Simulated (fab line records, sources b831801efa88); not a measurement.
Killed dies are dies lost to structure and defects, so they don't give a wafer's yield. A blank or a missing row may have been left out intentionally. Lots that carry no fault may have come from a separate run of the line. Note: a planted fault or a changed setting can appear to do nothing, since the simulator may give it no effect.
What tool caused it? ; flow gf180mcu ; 31 wafers from 11 lots sampled at 7 of the route's 602 steps

== WHAT EACH GAUGE READ, for each wafer ==
GF_V5_RS_MEAS_24: measurement is done with a four-point probe.
lot;measured;on;V5_W_RS (ohm/sq)
L697;day 28 00:12;filmMetro-01;0.329 0.327 0.327
L698;day 28 09:44;filmMetro-03;0.327 0.330 0.329
L699;day 28 19:43;filmMetro-03;0.315 0.331 0.320
L700;day 29 03:04;filmMetro-02;0.333 0.328 0.329
L702;day 29 16:22;filmMetro-01;0.324 0.323 0.323
L703;day 30 02:20;filmMetro-02;0.317 0.315 0.328
L704;day 30 08:05;filmMetro-01;0.326 0.331 0.331
L706;day 30 18:28;filmMetro-01;0.240 0.240 0.240 0.240
L708;day 31 12:20;filmMetro-01;0.237 0.239 0.237 0.238
L715;day 33 08:13;filmMetro-03;0.332 0.319 0.335
L717;day 33 15:23;filmMetro-01;0.327 0.323 0.328

GF_V5_THK_MEAS_25: measures by xrf.
lot;measured;on;V5_W_THK (nm)
L697;day 28 00:19;filmMetro-01;351 353 349
L698;day 28 09:52;filmMetro-03;360 354 356
L699;day 28 19:50;filmMetro-03;376 354 367
L700;day 29 03:11;filmMetro-02;350 357 354
L702;day 29 16:29;filmMetro-01;355 356 356
L703;day 30 02:27;filmMetro-02;370 373 355
L704;day 30 08:11;filmMetro-01;353 350 349
L706;day 30 20:24;filmMetro-01;480 481 479 480
L708;day 31 18:55;filmMetro-01;479 481 484 477
L715;day 33 08:19;filmMetro-03;353 368 349
L717;day 33 15:29;filmMetro-01;356 360 355

GF_TOP_METAL_OVL_MEAS_15.
lot;measured;on;TOP_METAL_OVL (nm)
L697;day 28 20:53;overlay-02;1.1 -0.9 -2.1
L698;day 29 06:11;overlay-02;0.8 -2.1 -1.2
L699;day 29 15:07;overlay-01;-2.1 -2.1 -0.8
L700;day 29 22:07;overlay-01;-0.5 -0.4 -0.2
L702;day 30 11:16;overlay-01;-0.3 0.4 -1.4
L703;day 30 20:53;overlay-01;-0.2 -0.7 0.1
L704;day 31 02:46;overlay-02;1.8 -1.5 0.1
L706;day 31 12:30;overlay-02;-1.1 -3.1
L708;day 32 05:42;overlay-01;-1.5 -2.2
L715;day 34 00:22;overlay-02;1.9 3.7 1.3
L717;day 34 07:22;overlay-01;-3.1 -0.8 -2.0

== WHAT TOOL EACH LOT RAN ON (gives the tool, then ch and the chambers of the sampled wafers, and finally the start) ==
lot;GF_MIM_SPUTTER_08;GF_V5_STRIP_18;GF_V5_CVD_23;GF_V5_CMP_26
L697;pvdSputter-03, day 25 07:53;plasmaAsher-01 ch 0,1, day 27 23:25;cvdW-02 ch 0,1, day 28 00:05;cmp-02 ch 1,2, day 28 00:26
L698;pvdSputter-01, day 25 17:39;plasmaAsher-03 ch 0,1, day 28 08:58;cvdW-02 ch 0,1, day 28 09:37;cmp-01 ch 0,1,3, day 28 09:58
L699;pvdSputter-01, day 26 05:02;plasmaAsher-01 ch 1, day 28 18:58;cvdW-01 ch 0,1, day 28 19:36;cmp-01 ch 0,1,3, day 28 19:53
L700;pvdSputter-03, day 26 13:10;plasmaAsher-03 ch 0,1, day 29 02:19;cvdW-02 ch 0,1, day 29 02:58;cmp-02 ch 0,1,2, day 29 03:15
L702;pvdSputter-01, day 27 03:50;plasmaAsher-03 ch 0,1, day 29 15:35;cvdW-02 ch 0,1, day 29 16:16;cmp-01 ch 0,2,3, day 29 16:33
L703;pvdSputter-03, day 27 14:05;plasmaAsher-04 ch 0,1, day 30 01:33;cvdW-01 ch 0,1, day 30 02:13;cmp-02 ch 0,1,2, day 30 02:34
L704;pvdSputter-03, day 27 20:56;plasmaAsher-01 ch 0,1, day 30 07:19;cvdW-02 ch 0,1, day 30 07:57;cmp-01 ch 0,1,3, day 30 08:14
L706;pvdSputter-03, day 28 07:22;plasmaAsher-01 ch 1, day 30 17:40;cvdW-02 ch 1, day 30 18:20;cmp-01 ch 1,3, day 31 03:28
L708;pvdSputter-03, day 29 02:29;plasmaAsher-01 ch 0,1, day 31 11:34;cvdW-02 ch 0,1, day 31 12:12;cmp-01 ch 1, day 31 22:20
L715;pvdSputter-01, day 31 03:11;plasmaAsher-04 ch 0,1, day 33 07:27;cvdW-01 ch 0,1, day 33 08:05;cmp-01 ch 2,3, day 33 08:20
L717;pvdSputter-02, day 31 12:08;plasmaAsher-03 ch 0,1, day 33 14:37;cvdW-02 ch 0,1, day 33 15:15;cmp-01 ch 0,2,3, day 33 15:35
- GF_MIM_SPUTTER_08: material AlCu, target thk 200 nm, time 10.6 s.
- GF_V5_STRIP_18: strips in O2/N2.
- GF_V5_CVD_23: deposits W, target thk 350 nm, time 104.9 s.
- GF_V5_CMP_26: polishes, stops on SiO2, t overpolish 15 s, target thk 0 nm.

== AS READ BY THE TOOLS THEMSELVES (means over the sampled wafers that have a number; for cases with no such wafer, the mark the record gives instead) ==
GF_MIM_SPUTTER_08.
lot;tool;throttleValvePct (%)
L697;pvdSputter-03;29.5
L698;pvdSputter-01;29.6
L699;pvdSputter-01;29.5
L700;pvdSputter-03;29.7
L702;pvdSputter-01;29.9
L703;pvdSputter-03;29.5
L704;pvdSputter-03;30.1
L706;pvdSputter-03;29.9
L708;pvdSputter-03;30.2
L715;pvdSputter-01;30.9
L717;pvdSputter-02;28.6

GF_V5_STRIP_18.
lot;tool;drypumpMotorCurrentA (A);heaterPowerW (W);oesProductAu (a.u.)
L697;plasmaAsher-01;5.1;286;0.573
L698;plasmaAsher-03;6.3;368;0.568
L699;plasmaAsher-01;4.9;289;0.567
L700;plasmaAsher-03;6.3;378;0.563
L702;plasmaAsher-03;6.3;374;0.563
L703;plasmaAsher-04;5.8;295;0.568
L704;plasmaAsher-01;5.1;288;0.569
L706;plasmaAsher-01;4.9;295;0.565
L708;plasmaAsher-01;5.2;283;0.567
L715;plasmaAsher-04;5.7;295;0.570
L717;plasmaAsher-03;6.3;372;0.569

GF_V5_CVD_23.
lot;tool;heaterPowerW (W)
L697;cvdW-02;881
L698;cvdW-02;888
L699;cvdW-01;790
L700;cvdW-02;889
L702;cvdW-02;884
L703;cvdW-01;790
L704;cvdW-02;872
L706;cvdW-02;916
L708;cvdW-02;914
L715;cvdW-01;748
L717;cvdW-02;901

GF_V5_CMP_26.
lot;tool;edgeZonePressureFrac;motorCurrentA (A);timeToEndpointS (s)
L697;cmp-02;0.996;9.7;84
L698;cmp-01;1.003;11.0;82
L699;cmp-01;0.998;11.4;88
L700;cmp-02;1.004;10.0;83
L702;cmp-01;0.999;11.4;88
L703;cmp-02;0.997;9.8;90
L704;cmp-01;0.999;11.2;85
L706;cmp-01;0.998;12.1;118
L708;cmp-01;1.001;10.8;118
L715;cmp-01;0.997;12.1;87
L717;cmp-01;1.003;11.6;88

== THE ANSWER, worked out from the rows above alone ==
Rule: what is usual is taken from the lots themselves. The widest of any qualifying gaps counts: lots, ordered by their means at a reading, are off when they make up no more than a third of the lots, leave a main group of 4 or more, and stand apart from it by 3 or more times the standard deviation of that group's means. The tables above print the reading to a certain number of digits; a main group whose means all agree to those digits is not used. Also off: a lot with no number at a reading for which 4 or more lots have one. Where the step has rows for the other lots, those lots are counted as sound. The gauges are gone through in route order, then the tools' own readings, and for those a lot's mean is taken as printed above. The first step at which some lot is off is used, and at that step the reading that is off furthest; a lot without a number counts as furthest.
Off: L706, L708, at GF_V5_RS_MEAS_24 (V5_W_RS). Mean 0.326 ohm/sq and standard deviation 0.0034 in the main group.
A tool fits if, at a process step before that reading, it ran every lot that is off, and no sound lot after the first of them. The gauges at GF_V5_RS_MEAS_24 aren't tried: what is off there is off at GF_V5_CMP_26 too, on other tools, and a gauge's error can't cause that. Undecided on this evidence; 2 tools fit (pvdSputter-03 at GF_MIM_SPUTTER_08, plasmaAsher-01 at GF_V5_STRIP_18).

== WHAT THE SIMULATOR HAD INSERTED ==
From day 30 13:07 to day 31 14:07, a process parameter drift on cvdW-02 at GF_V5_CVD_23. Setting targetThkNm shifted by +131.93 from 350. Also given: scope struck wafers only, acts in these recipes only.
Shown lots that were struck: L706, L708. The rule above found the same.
